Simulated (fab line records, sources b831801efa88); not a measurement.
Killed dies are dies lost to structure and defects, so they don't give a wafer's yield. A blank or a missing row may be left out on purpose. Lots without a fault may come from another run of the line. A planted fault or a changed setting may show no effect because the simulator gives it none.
Which tool did it? | flow gf180mcu | 11 lots, 32 wafers sampled, at 3 steps of a route of 602

WHAT THE GAUGES READ, wafer by wafer
GF_PSD_TW_MEAS_11.
lot  | measured     | on            | PSD_TW
L283 | day 14 00:47 | film_metro-04 | 3164 3174 3175
L286 | day 15 04:22 | film_metro-04 | 3164 3159 3166
L287 | day 15 17:31 | film_metro-04 | 3159 3168 3154
L293 | day 17 16:13 | film_metro-01 | 3141 3157 3157
L294 | day 18 01:10 | film_metro-04 | 2834 2814 2816 2823 2817 2833
L295 | day 18 08:25 | film_metro-01 | 2805 2812 2822 2802
L296 | day 19 01:04 | film_metro-04 | 3169 3150 3157
L300 | day 20 22:49 | film_metro-04 | 3137 3148 3147
L302 | day 21 05:56 | film_metro-02 | 3175 3161 3164
L304 | day 21 09:46 | film_metro-02 | 3165 3152 3167
L305 | day 22 02:53 | film_metro-04 | 3149 3138 3160

WHICH TOOL RAN EACH LOT (tool, then ch and the chambers of the sampled wafers, then the start)
lot  | GF_PSD_IMPLANT_09               | GF_PSD_STRIP_10
L283 | implanter-04 ch 0, day 14 00:34 | plasma_asher-03 ch 0,1, day 14 00:42
L286 | implanter-01 ch 0, day 15 04:07 | plasma_asher-02 ch 0,1, day 15 04:16
L287 | implanter-04 ch 0, day 15 17:16 | plasma_asher-04 ch 0,1, day 15 17:25
L293 | implanter-03 ch 0, day 17 15:59 | plasma_asher-03 ch 0,1, day 17 16:07
L294 | implanter-04 ch 0, day 18 00:56 | plasma_asher-04 ch 1, day 18 01:04
L295 | implanter-04 ch 0, day 18 08:10 | plasma_asher-04 ch 0,1, day 18 08:19
L296 | implanter-01 ch 0, day 19 00:50 | plasma_asher-02 ch 0, day 19 00:58
L300 | implanter-01 ch 0, day 20 22:36 | plasma_asher-04 ch 0,1, day 20 22:43
L302 | implanter-03 ch 0, day 21 05:43 | plasma_asher-02 ch 0,1, day 21 05:50
L304 | implanter-03 ch 0, day 21 09:31 | plasma_asher-04 ch 0,1, day 21 09:40
L305 | implanter-03 ch 0, day 22 02:37 | plasma_asher-03 ch 0,1, day 22 02:46
- GF_PSD_IMPLANT_09
- GF_PSD_STRIP_10: strips in O2/N2.

THE ANSWER, worked out from the rows above alone
Rule: what is usual is taken from the lots themselves. Put in order of their means at a reading, lots are off if they are a third of the lots or fewer, leave a main group of 4 or more, and stand apart from it by a gap of 3 or more times the standard deviation of the main group's means; of several such gaps the widest counts. A main group whose means are all the same, to the digits that the tables above print for the reading, isn't used. A lot without any number at a reading at which 4 lots or more have one is off too. The other lots that the step has rows for count as sound.
Off: L294, L295, at GF_PSD_TW_MEAS_11 (PSD_TW). The main group: mean 3158, standard deviation 8.2.
A tool fits if, at a process step before that reading, it ran every lot that is off, and no sound lot after the first of them. The gauges at GF_PSD_TW_MEAS_11 are tried like those tools. One fits: implanter-04 at GF_PSD_IMPLANT_09. Its last sound lot is L287 (day 15 17:16), its first lot that is off L294 (day 18 00:56): a fault that began between those two fits.

WHAT THE SIMULATOR HAD PUT IN
Process parameter drift: implanter-04, from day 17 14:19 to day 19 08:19, at GF_PSD_IMPLANT_09. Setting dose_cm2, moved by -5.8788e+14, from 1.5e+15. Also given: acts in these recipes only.
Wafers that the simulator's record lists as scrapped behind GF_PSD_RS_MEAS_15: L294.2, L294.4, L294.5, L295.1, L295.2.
Lots struck among those shown: L294, L295. The rule above found the same.
